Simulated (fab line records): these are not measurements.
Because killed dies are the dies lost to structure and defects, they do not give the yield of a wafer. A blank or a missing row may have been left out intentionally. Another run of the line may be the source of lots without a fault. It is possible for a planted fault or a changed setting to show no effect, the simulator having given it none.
fab line records	flow sky130
record lots=14	wafers=42	last_day=50
route steps=708 shown POLY_GATE@227 LDD_N@241 PAD_OPEN@708
lots with no fault: from the same line, run without faults
start_h: the number of hours between the record's first day and the start of the first shown wafer of the lot	wait_h: hours elapsed since this lot's preceding step	" same as the row above	L1.1+2: several wafers, shown together as one row	- no value, or no start given	* or withheld: withheld	< > ~ a bound
route shown NAME@n: a module of which the file shows steps, and the number in the route of the first	usual: the fault-free wafers' mean and standard deviation	same: alike in all rows	chamber/n: place in a boat	sites: each site's reading	_std_site: how widely they spread, as a standard deviation	_edge_site: mean of outer sites minus mean of inner sites	radius_mm: for every site, how far away it sits from the centre of the wafer	mask NAME#n: copy n	behind: the last tool/chamber to shape the wafer	hold: what put the lot on hold/how long, in hours/how the hold closed	device: whichever transistor did not switch (one of n, p or np)	end of line: the tests these same wafers got at the end of their route	a step without rows: its recipe alone	killed: the dies lost at the first sort to structure and to defects; this is not the yield of the wafer	map: a wafer's dies, marking killed ones x, the rest . and places with no die _
set.NAME: the setting the step ran with; set.NAME@STEP: the setting that earlier step ran with	model.NAME: the simulator's own value behind a step, which no gauge read
a sample of lots followed through the steps of the route, with each step as a table and each wafer as a row
services: the hour from which a tool's chamber was out of use, counted from the record's first day as start_h (under 0 if before that day), plus the number of hours and why
## steps
# step SKY_POLY_GATE_CD_MEAS_13
# recipe target_cd_nm=150
# usual cd_nm=149.7/1.6
lot.wafer	tool	chamber	start_h	wait_h	cd_nm
L711.3	cd_sem-02	-	370.63	-	150.1
L711.5	"	-	"	"	150.2
L711.6	"	-	"	"	150.8
L712.2	cd_sem-02	-	375.86	-	149.0
L712.3	"	-	"	"	148.8
L712.6	"	-	"	"	150.2
L714.2	cd_sem-02	-	417.01	-	148.2
L714.3	"	-	"	"	149.0
L714.4	"	-	"	"	149.3
L715.3	cd_sem-01	-	421.38	-	150.6
L715.5	"	-	"	"	151.0
L715.6	"	-	"	"	150.0
L717.1	cd_sem-01	-	431.19	-	151.6
L717.2	"	-	"	"	150.0
L717.5	"	-	"	"	151.4
L716.2	cd_sem-02	-	432.78	-	148.6
L716.3	"	-	"	"	149.9
L716.5	"	-	"	"	150.0
L718.1	cd_sem-02	-	436.94	-	150.3
L718.4	"	-	"	"	151.0
L718.6	"	-	"	"	151.9
L719.2	cd_sem-01	-	445.81	-	152.9
L719.3	"	-	"	"	152.3
L719.6	"	-	"	"	152.0
L720.3	cd_sem-02	-	453.73	-	147.2
L720.4	"	-	"	"	147.7
L720.5	"	-	"	"	148.5
L721.2	cd_sem-01	-	473.66	-	150.1
L721.3	"	-	"	"	149.9
L721.6	"	-	"	"	150.6
L723.1	cd_sem-01	-	479.61	-	151.3
L723.4	"	-	"	"	149.9
L723.6	"	-	"	"	149.7
L726.2	cd_sem-01	-	500.16	-	147.1
L726.3	"	-	"	"	147.3
L726.5	"	-	"	"	146.0
L731.3	cd_sem-01	-	540.70	-	150.2
L731.4	"	-	"	"	149.6
L731.5	"	-	"	"	151.8
L732.1	cd_sem-02	-	547.41	-	150.5
L732.2	"	-	"	"	150.7
L732.5	"	-	"	"	149.8
# step SKY_POLY_GATE_CD_MEAS_22
# usual cd_nm=151/3.1
lot.wafer	tool	chamber	start_h	wait_h	cd_nm
L711.3	cd_sem-01	-	373.75	0.1	149
L711.5	"	-	"	"	153
L711.6	"	-	"	"	151
L712.2	cd_sem-01	-	379.21	0.1	149
L712.3	"	-	"	"	153
L712.6	"	-	"	"	154
L714.2	cd_sem-01	-	419.13	0.1	147
L714.3	"	-	"	"	155
L714.4	"	-	"	"	150
L715.3	cd_sem-01	-	423.25	0.1	153
L715.5	"	-	"	"	149
L715.6	"	-	"	"	149
L717.1	cd_sem-02	-	435.24	0.1	150
L717.2	"	-	"	"	150
L717.5	"	-	"	"	152
L716.2	cd_sem-01	-	435.26	0.1	151
L716.3	"	-	"	"	154
L716.5	"	-	"	"	154
L718.1	cd_sem-02	-	438.80	0.1	152
L718.4	"	-	"	"	149
L718.6	"	-	"	"	153
L719.2	cd_sem-02	-	447.74	0.1	157
L719.3	"	-	"	"	153
L719.6	"	-	"	"	152
L720.3	cd_sem-02	-	455.60	0.1	154
L720.4	"	-	"	"	149
L720.5	"	-	"	"	150
L721.2	cd_sem-01	-	475.52	0.1	149
L721.3	"	-	"	"	150
L721.6	"	-	"	"	155
L723.1	cd_sem-01	-	481.47	0.1	150
L723.4	"	-	"	"	149
L723.6	"	-	"	"	148
L726.2	cd_sem-01	-	502.03	0.1	150
L726.3	"	-	"	"	147
L726.5	"	-	"	"	143
L731.3	cd_sem-02	-	542.57	0.1	156
L731.4	"	-	"	"	152
L731.5	"	-	"	"	155
L732.1	cd_sem-02	-	549.26	0.1	151
L732.2	"	-	"	"	159
L732.5	"	-	"	"	149
# step SKY_LDD_N_EXPOSE_04
# recipe mask_id=NTM	target_cd_nm=840	na=0.6	source_shape=conventional	sigma_outer=0.6	dose_mj=110
lot.wafer	tool	chamber	start_h	wait_h	mask
L711.3+5+6	iline_stepper-01	0	388.31	-	NTM#0
L712.2+3+6	iline_stepper-02	0	393.41	-	NTM#0
L714.2+3+4	iline_stepper-02	0	433.81	-	NTM#0
L715.3+5+6	iline_stepper-01	0	439.02	-	NTM#0
L717.1+2+5	iline_stepper-02	0	451.14	-	NTM#0
L716.2+3+5	iline_stepper-01	0	451.40	-	NTM#0
L718.1+4+6	iline_stepper-01	0	454.61	-	NTM#0
L719.2+3+6	iline_stepper-01	0	462.61	-	NTM#0
L720.3+4+5	iline_stepper-01	0	471.05	-	NTM#0
L721.2+3+6	iline_stepper-02	0	491.13	-	NTM#0
L723.1+4+6	iline_stepper-01	0	496.69	-	NTM#0
L726.2+3+5	iline_stepper-02	0	517.68	-	NTM#0
L731.3+4+5	iline_stepper-01	0	557.06	-	NTM#0
L732.1+2+5	iline_stepper-01	0	564.26	-	NTM#0
# step SKY_LDD_N_OVL_MEAS_07
# usual LDD_N_OVL=-1.3/1.3
lot.wafer	tool	chamber	start_h	wait_h	LDD_N_OVL[nm]
L711.3	overlay-02	-	402.25	0.1	-1.0
L711.5	"	-	"	"	-2.2
L711.6	"	-	"	"	-2.0
L712.2	overlay-01	-	407.62	0.1	-0.8
L712.3	"	-	"	"	-2.1
L712.6	"	-	"	"	0.2
L714.2	overlay-01	-	449.20	0.1	-1.2
L714.3	"	-	"	"	-1.0
L714.4	"	-	"	"	-1.3
L715.3	overlay-01	-	454.65	0.1	-3.1
L715.5	"	-	"	"	-1.8
L715.6	"	-	"	"	-1.2
L717.1	overlay-02	-	466.46	0.1	-2.2
L717.2	"	-	"	"	-1.4
L717.5	"	-	"	"	-1.8
L716.2	overlay-02	-	466.77	0.1	-0.1
L716.3	"	-	"	"	-0.8
L716.5	"	-	"	"	-1.6
L718.1	overlay-02	-	469.81	0.1	-3.6
L718.4	"	-	"	"	-4.0
L718.6	"	-	"	"	-4.4
L719.2	overlay-02	-	477.55	0.1	-0.3
L719.3	"	-	"	"	-0.4
L719.6	"	-	"	"	0.6
L720.3	overlay-01	-	485.47	0.1	-0.9
L720.4	"	-	"	"	-0.1
L720.5	"	-	"	"	-2.2
L721.2	overlay-01	-	506.40	0.1	-1.2
L721.3	"	-	"	"	-1.6
L721.6	"	-	"	"	0.3
L723.1	overlay-02	-	511.59	0.1	-0.4
L723.4	"	-	"	"	0.3
L723.6	"	-	"	"	1.1
L726.2	overlay-01	-	532.85	0.1	-2.1
L726.3	"	-	"	"	-0.8
L726.5	"	-	"	"	-0.8
L731.3	overlay-01	-	571.97	0.1	69.5
L731.4	"	-	"	"	69.4
L731.5	"	-	"	"	69.8
L732.1	overlay-02	-	579.51	0.1	71.1
L732.2	"	-	"	"	67.1
L732.5	"	-	"	"	69.7
# step SKY_LDD_N_TW_MEAS_17
# usual LDD_N_TW=2621/37
lot.wafer	tool	chamber	start_h	wait_h	LDD_N_TW
L711.3	film_metro-03	-	403.60	0.1	2610
L711.5	"	-	"	"	2607
L711.6	"	-	"	"	2592
L712.2	film_metro-01	-	408.96	0.1	2674
L712.3	"	-	"	"	2653
L712.6	"	-	"	"	2668
L714.2	film_metro-01	-	450.56	0.1	2657
L714.3	"	-	"	"	2666
L714.4	"	-	"	"	2664
L715.3	film_metro-01	-	456.00	0.1	2656
L715.5	"	-	"	"	2663
L715.6	"	-	"	"	2669
L717.1	film_metro-04	-	467.80	0.1	2585
L717.2	"	-	"	"	2585
L717.5	"	-	"	"	2591
L716.2	film_metro-04	-	468.11	0.1	2593
L716.3	"	-	"	"	2583
L716.5	"	-	"	"	2577
L718.1	film_metro-04	-	471.15	0.1	2589
L718.4	"	-	"	"	2580
L718.6	"	-	"	"	2590
L719.2	film_metro-03	-	478.89	0.1	2578
L719.3	"	-	"	"	2595
L719.6	"	-	"	"	2604
L720.3	film_metro-01	-	486.82	0.1	2662
L720.4	"	-	"	"	2664
L720.5	"	-	"	"	2650
L721.2	film_metro-01	-	507.74	0.1	2653
L721.3	"	-	"	"	2635
L721.6	"	-	"	"	2642
L723.1	film_metro-03	-	512.93	0.1	2580
L723.4	"	-	"	"	2583
L723.6	"	-	"	"	2585
L726.2	film_metro-04	-	534.19	0.1	2579
L726.3	"	-	"	"	2559
L726.5	"	-	"	"	2563
L731.3	film_metro-01	-	573.32	0.1	2650
L731.4	"	-	"	"	2648
L731.5	"	-	"	"	2659
L732.1	film_metro-01	-	580.85	0.1	2659
L732.2	"	-	"	"	2658
L732.5	"	-	"	"	2678
# step SKY_PAD_OPEN_PROBE_99
# usual killed_at_M0_to_M3=44/7.1	killed_at_M4_up=3.5/2	killed_at_contacts=24/5.3	killed_at_front_end=15/4.8	killed_at_other=0.1/0.35	killed_dies=86/9.3	killed_open=47/7.8	killed_short=39/5.9
# same gross_dies=492	killed_at_back_side=0
lot.wafer	tool	chamber	start_h	wait_h	killed_at_M0_to_M3	killed_at_M4_up	killed_at_contacts	killed_at_front_end	killed_at_other	killed_dies	killed_open	killed_short
L711.3	prober-01	-	1073.73	0.2	36	3	23	20	0	82	48	34
L711.5	prober-01	-	1073.83	0.2	35	4	21	27	1	88	51	37
L711.6	prober-01	-	1073.88	0.2	44	6	36	17	0	103	63	40
L712.2	prober-02	-	1079.03	0.1	45	5	11	11	0	72	35	37
L712.3	prober-02	-	1079.08	0.2	47	3	24	13	0	87	44	43
L712.6	prober-02	-	1079.23	0.2	50	3	25	9	0	87	53	34
L714.2	prober-02	-	1106.46	0.1	43	5	18	16	0	82	51	31
L714.3	prober-02	-	1106.51	0.2	43	3	20	16	0	82	45	37
L714.4	prober-02	-	1106.56	0.2	46	2	27	11	0	86	43	43
L715.3	prober-02	-	1110.85	0.2	44	2	24	13	0	83	54	29
L715.5	prober-02	-	1110.95	0.2	49	2	21	21	0	93	45	48
L715.6	prober-02	-	1111.00	0.2	45	2	20	11	0	78	38	40
L717.1	prober-01	-	1117.58	0.1	41	8	21	13	0	83	44	39
L717.2	prober-01	-	1117.63	0.1	50	4	23	19	0	96	46	50
L717.5	prober-01	-	1117.78	0.2	32	6	24	19	0	81	44	37
L716.2	prober-02	-	1119.43	0.1	41	0	25	15	0	81	47	34
L716.3	prober-02	-	1119.48	0.2	44	5	21	14	0	84	48	36
L716.5	prober-02	-	1119.58	0.2	52	2	28	14	0	96	56	40
L718.1	prober-01	-	1122.83	0.1	30	0	25	14	1	70	43	27
L718.4	prober-01	-	1122.98	0.2	38	2	19	14	0	73	42	31
L718.6	prober-01	-	1123.08	0.2	37	2	32	13	1	85	50	35
L719.2	prober-02	-	1128.12	0.1	53	2	31	13	0	99	55	44
L719.3	prober-02	-	1128.17	0.2	45	4	21	14	0	84	47	37
L719.6	prober-02	-	1128.32	0.2	38	2	22	8	0	70	37	33
L720.3	prober-01	-	1130.46	0.2	33	3	16	17	0	69	37	32
L720.4	prober-01	-	1130.51	0.2	38	7	20	15	0	80	43	37
L720.5	prober-01	-	1130.56	0.2	40	8	21	16	0	85	51	34
L721.2	prober-01	-	1144.99	0.1	58	4	21	13	1	97	55	42
L721.3	prober-01	-	1145.04	0.2	51	3	21	17	0	92	54	38
L721.6	prober-01	-	1145.19	0.2	41	5	22	24	0	92	43	49
L723.1	prober-02	-	1150.09	0.1	51	4	17	15	0	87	40	47
L723.4	prober-02	-	1150.24	0.2	40	6	33	10	0	89	52	37
L723.6	prober-02	-	1150.34	0.2	48	3	32	13	0	96	56	40
L726.2	prober-01	-	1162.59	0.1	49	2	17	29	0	97	47	50
L726.3	prober-01	-	1162.64	0.2	54	1	25	23	0	103	58	45
L726.5	prober-01	-	1162.74	0.2	39	7	22	23	0	91	53	38
L731.3	prober-02	-	1182.77	0.2	40	1	29	16	0	86	45	41
L731.4	prober-02	-	1182.82	0.2	45	5	28	9	0	87	41	46
L731.5	prober-02	-	1182.87	0.2	38	7	18	22	0	85	47	38
L732.1	prober-02	-	1190.00	0.1	37	1	18	13	0	69	37	32
L732.2	prober-02	-	1190.05	0.1	52	1	26	20	0	99	62	37
L732.5	prober-02	-	1190.20	0.2	39	2	27	19	0	87	50	37
# killed by level:class
L711.3 CONTACT:geometric_particle:open=12 VIA2:geometric_particle:open=7 FIELD_ISO:geometric_particle:short=6 VIA3:geometric_particle:open=6 METAL1:geometric_particle:short=5 LI_CONTACT:geometric_particle:open=4 VIA1:geometric_particle:short=4 VIA1:geometric_particle:open=4
L711.5 CONTACT:geometric_particle:open=9 FIELD_ISO:geometric_particle:short=7 VIA3:geometric_particle:open=7 POLY_GATE:geometric_particle:open=5 VIA1:geometric_particle:open=5 FIELD_ISO:geometric_particle:open=4 LI_CONTACT:geometric_particle:open=4 VIA2:geometric_particle:open=4
L711.6 CONTACT:geometric_particle:open=16 VIA3:geometric_particle:open=10 LI_CONTACT:geometric_particle:open=9 VIA2:geometric_particle:open=8 VIA1:geometric_particle:open=8 FIELD_ISO:geometric_particle:short=7 CONTACT:geometric_particle:short=5 LOCAL_INTERCONNECT:geometric_particle:short=4
L712.2 VIA1:geometric_particle:open=12 METAL1:geometric_particle:short=7 FIELD_ISO:geometric_particle:short=6 VIA2:geometric_particle:open=6 METAL2:geometric_particle:short=5 VIA1:geometric_particle:short=4 METAL4:geometric_particle:short=4 CONTACT:geometric_particle:open=3
L712.3 VIA1:geometric_particle:open=15 VIA1:geometric_particle:short=11 LI_CONTACT:geometric_particle:open=9 FIELD_ISO:geometric_particle:short=5 LOCAL_INTERCONNECT:geometric_particle:short=5 CONTACT:geometric_particle:open=5 METAL2:geometric_particle:short=4 METAL2:geometric_particle:open=3
L712.6 VIA1:geometric_particle:open=14 CONTACT:geometric_particle:open=12 METAL2:geometric_particle:short=7 VIA2:geometric_particle:open=6 LI_CONTACT:geometric_particle:open=5 METAL1:geometric_particle:short=5 VIA1:geometric_particle:short=5 VIA3:geometric_particle:open=5
L714.2 VIA1:geometric_particle:open=14 CONTACT:geometric_particle:open=8 LI_CONTACT:geometric_particle:open=6 VIA1:geometric_particle:short=6 FIELD_ISO:geometric_particle:short=4 FIELD_ISO:geometric_particle:open=4 METAL1:geometric_particle:short=4 METAL2:geometric_particle:short=4
L714.3 LI_CONTACT:geometric_particle:open=8 VIA1:geometric_particle:open=7 POLY_GATE:geometric_particle:open=6 METAL2:geometric_particle:short=6 VIA2:geometric_particle:open=5 FIELD_ISO:geometric_particle:open=4 METAL1:geometric_particle:short=4 CONTACT:geometric_particle:open=4
L714.4 CONTACT:geometric_particle:open=12 LI_CONTACT:geometric_particle:open=10 VIA1:geometric_particle:open=10 VIA1:geometric_particle:short=10 FIELD_ISO:geometric_particle:short=6 METAL1:geometric_particle:short=6 METAL2:geometric_particle:short=5 CONTACT:geometric_particle:short=3
L715.3 VIA1:geometric_particle:open=15 CONTACT:geometric_particle:open=10 LI_CONTACT:geometric_particle:open=8 VIA2:geometric_particle:open=7 METAL2:geometric_particle:short=6 POLY_GATE:geometric_particle:open=5 METAL1:geometric_particle:short=5 VIA1:geometric_particle:short=4
L715.5 VIA1:geometric_particle:short=10 VIA1:geometric_particle:open=10 VIA3:geometric_particle:open=8 CONTACT:geometric_particle:open=6 LI_CONTACT:geometric_particle:open=6 FIELD_ISO:geometric_particle:open=5 POLY_GATE:geometric_particle:short=5 FIELD_ISO:geometric_particle:short=4
L715.6 METAL1:geometric_particle:short=10 CONTACT:geometric_particle:open=8 VIA2:geometric_particle:open=8 VIA1:geometric_particle:open=5 CONTACT:geometric_particle:short=4 LI_CONTACT:geometric_particle:open=4 VIA2:geometric_particle:short=4 METAL2:geometric_particle:short=4
L717.1 LI_CONTACT:geometric_particle:open=9 VIA1:geometric_particle:open=7 CONTACT:geometric_particle:open=6 VIA2:geometric_particle:open=6 METAL2:geometric_particle:short=5 METAL4:geometric_particle:short=5 FIELD_ISO:geometric_particle:short=4 LOCAL_INTERCONNECT:geometric_particle:short=4
L717.2 VIA1:geometric_particle:open=10 FIELD_ISO:geometric_particle:open=7 VIA2:geometric_particle:open=7 VIA3:geometric_particle:open=7 FIELD_ISO:geometric_particle:short=6 LI_CONTACT:geometric_particle:open=6 LI_CONTACT:geometric_particle:short=5 CONTACT:geometric_particle:open=5
L717.5 LI_CONTACT:geometric_particle:open=10 VIA1:geometric_particle:open=8 CONTACT:geometric_particle:open=6 FIELD_ISO:geometric_particle:open=5 METAL4:geometric_particle:short=5 VIA3:geometric_particle:open=4 POLY_GATE:geometric_particle:short=4 LOCAL_INTERCONNECT:geometric_particle:short=4
L716.2 VIA2:geometric_particle:open=10 CONTACT:geometric_particle:open=9 VIA1:geometric_particle:open=7 VIA3:geometric_particle:open=7 FIELD_ISO:geometric_particle:short=6 LOCAL_INTERCONNECT:geometric_particle:short=6 LI_CONTACT:geometric_particle:open=5 VIA1:geometric_particle:short=5
L716.3 VIA2:geometric_particle:open=14 VIA3:geometric_particle:open=7 CONTACT:geometric_particle:open=6 METAL2:geometric_particle:short=6 LI_CONTACT:geometric_particle:short=4 LOCAL_INTERCONNECT:geometric_particle:short=4 METAL1:geometric_particle:short=4 FIELD_ISO:geometric_particle:short=3
L716.5 VIA1:geometric_particle:open=17 LI_CONTACT:geometric_particle:open=10 VIA2:geometric_particle:open=9 FIELD_ISO:geometric_particle:open=6 CONTACT:geometric_particle:open=6 LOCAL_INTERCONNECT:geometric_particle:short=5 METAL1:geometric_particle:short=5 VIA1:geometric_particle:short=5
L718.1 VIA3:geometric_particle:open=9 CONTACT:geometric_particle:open=8 LI_CONTACT:geometric_particle:open=7 FIELD_ISO:geometric_particle:open=6 CONTACT:geometric_particle:short=4 METAL1:geometric_particle:short=4 VIA1:geometric_particle:open=4 POLY_GATE:geometric_particle:short=3
L718.4 LI_CONTACT:geometric_particle:open=10 METAL1:geometric_particle:short=9 VIA2:geometric_particle:open=7 VIA3:geometric_particle:open=7 POLY_GATE:geometric_particle:short=5 CONTACT:geometric_particle:open=5 VIA1:geometric_particle:open=5 POLY_GATE:geometric_particle:open=4
L718.6 CONTACT:geometric_particle:open=12 LI_CONTACT:geometric_particle:open=10 VIA1:geometric_particle:open=9 VIA1:geometric_particle:short=6 METAL1:geometric_particle:short=5 LOCAL_INTERCONNECT:geometric_particle:short=4 METAL2:geometric_particle:short=4 METAL3:geometric_particle:short=4
L719.2 VIA1:geometric_particle:open=17 CONTACT:geometric_particle:open=11 LI_CONTACT:geometric_particle:open=9 VIA1:geometric_particle:short=6 VIA2:geometric_particle:open=6 FIELD_ISO:geometric_particle:short=5 CONTACT:geometric_particle:short=5 METAL3:geometric_particle:short=5
L719.3 VIA2:geometric_particle:open=10 VIA3:geometric_particle:open=9 LI_CONTACT:geometric_particle:open=7 FIELD_ISO:geometric_particle:open=5 CONTACT:geometric_particle:short=5 CONTACT:geometric_particle:open=5 METAL1:geometric_particle:short=5 VIA1:geometric_particle:open=4
L719.6 CONTACT:geometric_particle:open=11 VIA1:geometric_particle:open=8 VIA3:geometric_particle:open=6 FIELD_ISO:geometric_particle:open=5 LOCAL_INTERCONNECT:geometric_particle:short=5 VIA2:geometric_particle:short=5 CONTACT:geometric_particle:short=4 METAL1:geometric_particle:short=4
L720.3 VIA1:geometric_particle:open=9 CONTACT:geometric_particle:open=6 FIELD_ISO:geometric_particle:short=5 FIELD_ISO:geometric_particle:open=4 POLY_GATE:geometric_particle:open=4 METAL1:geometric_particle:short=4 VIA1:geometric_particle:short=4 VIA2:geometric_particle:open=4
L720.4 VIA1:geometric_particle:open=9 CONTACT:geometric_particle:open=8 VIA1:geometric_particle:short=7 FIELD_ISO:geometric_particle:open=6 LI_CONTACT:geometric_particle:open=6 METAL2:geometric_particle:short=5 VIA2:geometric_particle:open=5 METAL4:geometric_particle:short=5
L720.5 VIA1:geometric_particle:open=13 CONTACT:geometric_particle:open=8 VIA1:geometric_particle:short=8 LI_CONTACT:geometric_particle:open=5 METAL4:geometric_particle:short=5 FIELD_ISO:geometric_particle:short=4 POLY_GATE:geometric_particle:open=4 METAL2:geometric_particle:open=4
L721.2 VIA1:geometric_particle:open=17 CONTACT:geometric_particle:open=10 METAL2:geometric_particle:short=10 VIA1:geometric_particle:short=9 VIA2:geometric_particle:open=6 FIELD_ISO:geometric_particle:open=5 LI_CONTACT:geometric_particle:open=5 METAL1:geometric_particle:short=4
L721.3 VIA1:geometric_particle:open=15 CONTACT:geometric_particle:open=8 VIA2:geometric_particle:short=7 VIA2:geometric_particle:open=6 POLY_GATE:geometric_particle:open=5 VIA1:geometric_particle:short=5 VIA3:geometric_particle:open=5 LI_CONTACT:geometric_particle:open=4
L721.6 CONTACT:geometric_particle:open=12 METAL2:geometric_particle:short=9 VIA1:geometric_particle:open=7 FIELD_ISO:geometric_particle:open=6 VIA2:geometric_particle:open=6 FIELD_ISO:geometric_particle:short=5 LOCAL_INTERCONNECT:geometric_particle:short=5 METAL1:geometric_particle:short=5
L723.1 VIA1:geometric_particle:open=11 CONTACT:geometric_particle:open=9 VIA1:geometric_particle:short=8 VIA2:geometric_particle:open=7 POLY_GATE:geometric_particle:short=6 METAL2:geometric_particle:short=6 FIELD_ISO:geometric_particle:short=5 VIA3:geometric_particle:open=4
L723.4 LI_CONTACT:geometric_particle:open=15 CONTACT:geometric_particle:open=8 VIA1:geometric_particle:open=8 VIA3:geometric_particle:short=6 VIA2:geometric_particle:open=6 METAL1:geometric_particle:short=5 LOCAL_INTERCONNECT:geometric_particle:short=4 METAL4:geometric_particle:short=4
L723.6 VIA1:geometric_particle:open=11 CONTACT:geometric_particle:open=10 VIA3:geometric_particle:open=9 CONTACT:geometric_particle:short=7 LI_CONTACT:geometric_particle:open=6 VIA2:geometric_particle:open=6 METAL1:geometric_particle:short=5 VIA3:geometric_particle:short=5
L726.2 VIA1:geometric_particle:open=9 POLY_GATE:geometric_particle:short=8 METAL1:geometric_particle:short=8 CONTACT:geometric_particle:open=6 FIELD_ISO:geometric_particle:short=5 FIELD_ISO:geometric_particle:open=5 LI_CONTACT:geometric_particle:open=5 CONTACT:geometric_particle:short=5
L726.3 VIA1:geometric_particle:open=13 METAL2:geometric_particle:short=12 CONTACT:geometric_particle:open=11 LI_CONTACT:geometric_particle:open=7 POLY_GATE:geometric_particle:open=6 VIA3:geometric_particle:open=6 FIELD_ISO:geometric_particle:short=5 CONTACT:geometric_particle:short=5
L726.5 VIA1:geometric_particle:open=14 LI_CONTACT:geometric_particle:open=8 VIA3:geometric_particle:open=7 FIELD_ISO:geometric_particle:short=6 POLY_GATE:geometric_particle:open=5 LOCAL_INTERCONNECT:geometric_particle:short=5 CONTACT:geometric_particle:open=5 METAL1:geometric_particle:short=5
L731.3 VIA1:geometric_particle:open=11 CONTACT:geometric_particle:open=9 CONTACT:geometric_particle:short=6 VIA2:geometric_particle:open=6 LI_CONTACT:geometric_particle:open=5 LI_CONTACT:geometric_particle:short=5 METAL2:geometric_particle:short=5 POLY_GATE:geometric_particle:short=4
L731.4 CONTACT:geometric_particle:short=9 VIA1:geometric_particle:open=9 VIA2:geometric_particle:open=9 CONTACT:geometric_particle:open=7 VIA2:geometric_particle:short=6 METAL2:geometric_particle:short=6 VIA3:geometric_particle:open=6 LI_CONTACT:geometric_particle:open=5
L731.5 VIA1:geometric_particle:open=9 VIA2:geometric_particle:open=8 FIELD_ISO:geometric_particle:short=7 LI_CONTACT:geometric_particle:open=7 FIELD_ISO:geometric_particle:open=6 METAL4:geometric_particle:short=6 VIA1:geometric_particle:short=6 CONTACT:geometric_particle:open=5
L732.1 VIA1:geometric_particle:open=7 VIA1:geometric_particle:short=7 LI_CONTACT:geometric_particle:open=6 CONTACT:geometric_particle:open=6 VIA3:geometric_particle:open=5 SPACER:geometric_particle:short=4 METAL2:geometric_particle:short=4 METAL3:geometric_particle:short=4
L732.2 VIA1:geometric_particle:open=18 CONTACT:geometric_particle:open=9 VIA2:geometric_particle:open=7 POLY_GATE:geometric_particle:open=6 FIELD_ISO:geometric_particle:open=5 FIELD_ISO:geometric_particle:short=5 LI_CONTACT:geometric_particle:open=5 LOCAL_INTERCONNECT:geometric_particle:short=5
L732.5 CONTACT:geometric_particle:open=14 VIA1:geometric_particle:open=9 VIA3:geometric_particle:open=7 VIA1:geometric_particle:short=6 METAL2:geometric_particle:short=5 FIELD_ISO:geometric_particle:short=4 POLY_GATE:geometric_particle:open=4 SPACER:geometric_particle:open=4
## services
tool	chamber	start_h	hours	kind
iline_stepper-01	-	389.85	0.7	repair
iline_stepper-01	-	409.96	1.2	repair
iline_stepper-01	-	431.20	5.4	repair
iline_stepper-02	-	436.56	4.4	pm
iline_stepper-02	-	476.40	1.7	pm
iline_stepper-01	-	500.83	3.8	repair
iline_stepper-01	-	537.37	6.3	repair
## key
first_sign step=SKY_LDD_N_OVL_MEAS_07	reading=LDD_N_OVL	direction=up	sigmas=55	usual=-1.3	struck=69.4
effect none on later readings
met_at SKY_LDD_N_EXPOSE_04
struck_lots L731,L732
tester_left_out L731,L732
not_acting_at SKY_POLY_GATE_CD_MEAS_13,SKY_POLY_GATE_CD_MEAS_22,SKY_LDD_N_TW_MEAS_17
onset_between 496.69 557.06
also_fits time
fault kind=scanner_matching_overlay	tool=iline_stepper-01	chamber=-	onset_h=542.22	steps=SKY_LDD_N_EXPOSE_04	offset=71.226
# tester_left_out: of these lots the tester's yield and bins aren't shown, on N5 and GAA mostly nor the transistor test; their killed dies are dies lost to structure and defects alone, not to doping, threshold or leakage, so they don't give the yield
